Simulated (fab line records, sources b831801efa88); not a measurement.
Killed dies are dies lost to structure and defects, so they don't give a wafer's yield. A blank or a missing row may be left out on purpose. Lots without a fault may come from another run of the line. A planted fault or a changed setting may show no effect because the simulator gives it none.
One fault seen from 2 desks | flow gf180mcu | each desk has only its own numbers; what lay behind them comes last

THE METROLOGY DESK
What the gauges read, lot by lot, whatever tool the lot ran on: means of the sampled wafers that have a number. A lot is out of limits, marked OUT, if its mean lies more than 4 standard deviations from the usual mean; the brackets give that distance.
Columns: A = HV_LDD_03_OVL at GF_HV_LDD_OVL_MEAS_47, usual 0.7 nm; B = HV_LDD_4_TW at GF_HV_LDD_TW_MEAS_50, usual 570.1; C = NSD_TW at GF_NSD_TW_MEAS_12, usual 4279; D = NSD_RS at GF_PSD_RS_MEAS_14, usual 46.52 ohm/sq
lot  | first seen here | A    | B     | C    | D
L224 | day 12 05:29    | 1.1  | 570.0 | 4332 | 46.57
L226 | day 12 19:03    | 1.5  | 570.3 | 4295 | 46.39
L227 | day 13 11:51    | -0.3 | 567.4 | 4244 | 46.46
L228 | day 13 17:57    | 1.2  | 566.8 | 4278 | 46.65
L230 | day 14 07:42    | 1.0  | 566.5 | 4336 | 46.42
L231 | day 14 09:17    | 0.2  | 571.1 | 4344 | 46.65
L232 | day 15 05:48    | 1.6  | 572.7 | 4310 | 46.44
L233 | day 15 06:05    | 1.3  | 570.8 | 4329 | 46.51
L234 | day 15 14:11    | -1.0 | 570.2 | 4258 | 46.47
L235 | day 15 21:50    | -0.6 | 572.0 | 4318 | 46.57
L238 | day 17 14:38    | 1.2  | 573.2 | 4239 | -
L239 | day 17 17:45    | 2.8  | 571.5 | 4228 | -
L242 | day 18 18:32    | 2.0  | 571.9 | 4345 | 46.54
L243 | day 18 21:11    | 0.6  | 570.7 | 4266 | -
L246 | day 19 17:38    | 1.4  | 571.2 | 4238 | 46.56
This desk's finding: nothing out of limits on any of the 15 lots.

THE TOOL OWNER'S DESK: implanter-02
The tool's own readings at GF_NSD_IMPLANT_09: means of the sampled wafers that have a number, for each lot that ran on this tool. A lot is out of limits, marked OUT, if its mean lies more than 4 standard deviations from the usual mean; the brackets give that distance.
Columns: A = tilt_deg at GF_NSD_IMPLANT_09, usual 7.002 degrees
lot  | first seen here | A
L226 | day 13 18:32    | 7.002
L227 | day 14 11:16    | 6.957
L228 | day 14 17:49    | 7.026
L231 | day 15 10:40    | 7.028
L232 | day 16 06:37    | 7.020
L234 | day 16 15:53    | 7.018
L235 | day 16 23:20    | 7.023
L238 | day 18 17:16    | 6.299 (-32) OUT
L239 | day 18 21:47    | 6.270 (-33) OUT
L243 | day 20 00:55    | 6.278 (-33) OUT
This desk's finding: out of limits on L238, L239, L243; first on L238, day 18 17:16 (tilt_deg at GF_NSD_IMPLANT_09). In limits: L226, L227, L228, L231, L232, L234, L235.

PUT TOGETHER
The tool owner's desk could have raised an alarm at day 18 17:16, on L238, L239, L243.
The metrology desk saw nothing out of limits.
The metrology desk has L238, L239, L243 on record, within its limits.
Of the lots named, all ran GF_NSD_IMPLANT_09 on implanter-02.

WHAT THE SIMULATOR HAD PUT IN
Process parameter drift: implanter-02, from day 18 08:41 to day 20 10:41, at GF_NSD_IMPLANT_09. Setting tilt_deg, moved by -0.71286, from 7. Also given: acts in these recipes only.
Lots struck among those shown: L238, L239, L243.
Hours from the fault's start to each desk's first reading out of limits: the tool owner's desk, 9.
